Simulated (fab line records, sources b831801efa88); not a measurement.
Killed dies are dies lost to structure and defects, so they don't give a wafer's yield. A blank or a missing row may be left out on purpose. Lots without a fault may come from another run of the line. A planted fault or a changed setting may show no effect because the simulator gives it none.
A struck lot beside a sound one | flow sky130 | 14 steps out of a route of 708
Sound: wafers L311.1, L311.4, L311.6. Struck: wafers L302.1, L302.2, L302.3. The cause comes at the end.
At each step with rows: each side's tool, then ch and its chambers, then its first start. Under that, the readings that differ: sound wafers | struck wafers | difference of the means | sigmas: that difference in standard deviations of wafers without a fault.
alike: readings whose means differ by less than 2 such deviations, and words and numbers that are the same on both sides. not compared: withheld readings, readings that some wafer has no value for, bounds like >300 that may hide the same value, and numbers for which the record gives no deviation and whose values overlap.
The two part at a step that has a row with sigmas, a row that says differs or no value, or rows on one side only. Numbers that don't overlap but have no deviation are shown without sigmas and don't part them. A reading that every wafer of one side lacks parts them only if that side has two wafers or more.

SKY_SD_N_RS_MEAS_18: measures by four-point-probe.
  sound on film_metro-03, day 33 20:35; struck on film_metro-01, day 30 03:25
  alike: RES_XHIGH_RS
then, 2 steps without rows for these wafers: SKY_SALICIDE_CLEAN_00 (cleans in HF-last, time 30 s); SKY_LI_CONTACT_HDPCVD_00 (deposits PSG, target thk 930 nm, time 155 s).
SKY_LI_CONTACT_THK_MEAS_01:
  sound on film_metro-02, day 33 20:50; struck on film_metro-02, day 30 03:40
  alike: LI_CONTACT_HDPCVD_THK
SKY_LI_CONTACT_CMP_02: polishes PSG.
  sound on cmp-02 ch 1,2, day 33 20:53; struck on cmp-01 ch 0,1,2, day 30 03:46
  reading                    | sound             | struck            | difference | sigmas
  slurry_filter_dp_kPa (kPa) | 13.70 13.09 13.32 | 13.55 13.57 13.78 | +0.26      | +2
  alike: edge_zone_pressure_frac, motor_current_A, retaining_ring_pressure_frac, time_to_endpoint_s
SKY_LI_CONTACT_BOW_MEAS_03:
  sound on film_metro-02, day 33 21:11; struck on film_metro-03, day 30 04:01
  alike: LI_CONTACT_BOW
then, 6 steps without rows for these wafers: SKY_LI_CONTACT_DEHYDRATE_04 (time 60 s); SKY_LI_CONTACT_HMDS_05 (prime time 60 s); SKY_LI_CONTACT_COAT_06 (resist thk 60 nm); SKY_LI_CONTACT_COAT_07 (resist thk 450 nm); SKY_LI_CONTACT_SOFTBAKE_08 (time 90 s); SKY_LI_CONTACT_EXPOSE_09 (exposes mask LICM1, target cd 170 nm).
SKY_LI_CONTACT_PEB_10:
  sound on litho_track-03 ch 0, day 34 22:00; struck on litho_track-02, day 31 04:00
  reading         | sound          | struck | difference                    | sigmas
  exhaust_pa (Pa) | 44.7 44.7 45.4 | - - -  | no value on the struck wafers |
  not compared: chill_plate_temp_C
then, 1 step without rows for these wafers: SKY_LI_CONTACT_DEVELOP_11 (develop time 60 s).

WHERE THEY PART
First at SKY_LI_CONTACT_CMP_02; last, within this record, at SKY_LI_CONTACT_PEB_10.

WHY: what the simulator had put in
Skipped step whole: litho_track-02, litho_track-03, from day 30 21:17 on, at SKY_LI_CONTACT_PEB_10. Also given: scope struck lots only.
